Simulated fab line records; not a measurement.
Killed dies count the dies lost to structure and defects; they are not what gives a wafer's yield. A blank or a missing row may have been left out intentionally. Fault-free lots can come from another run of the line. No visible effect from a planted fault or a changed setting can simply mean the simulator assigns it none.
Chamber matching ; flow sky130 ; SKY_LI_CONTACT_CMP_24 on cmp-02 has 4 sister chambers
The step polishes, stops on PSG, t overpolish 20 s, target thk 0 nm. 4 wafers are shown with their chamber, then 7 later ones without.

## WAFERS PAIRED WITH THEIR CHAMBERS
wafer;chamber;motor current A (A)
L683.3;2;11.5
L683.6;1;12.6
L684.4;3;10.3
L684.5;0;11.1

## WAFERS WITH NO CHAMBER GIVEN
wafer;motor current A (A)
L684.6;12.9
L685.1;10.7
L685.3;12.2
L685.6;12.1
L690.2;11.0
L690.5;11.3
L690.6;9.7

## THE CHAMBER EACH PASSED THROUGH
wafer;from the rows above;in truth
L684.6;1;1
L685.1;can't be placed: 3 or 0 or 2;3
L685.3;can't be placed: 1 or 2 or 0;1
L685.6;can't be placed: 1 or 2 or 0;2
L690.2;can't be placed: 0 or 2 or 3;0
L690.5;can't be placed: 2 or 0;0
L690.6;3;3
Correct placement for 2 of the 7. From these rows, 5 cannot be placed; in 5 the true chamber is one of the candidates. Wrongly placed: 0.
How it was worked out, from the rows above alone: a wafer's distance from a chamber is the root of the sum, over the readings, of the square of ((its reading less the chamber's mean) divided by the reading's scatter). The wafer belongs to the nearest chamber; if the next one is less than 2 further off, it can't be placed. The mean given for a chamber averages the wafers shown for that chamber. The scatter (one wafer shown for each chamber): square how far every hidden wafer sits from the nearest shown wafer, average those squares and take the square root.
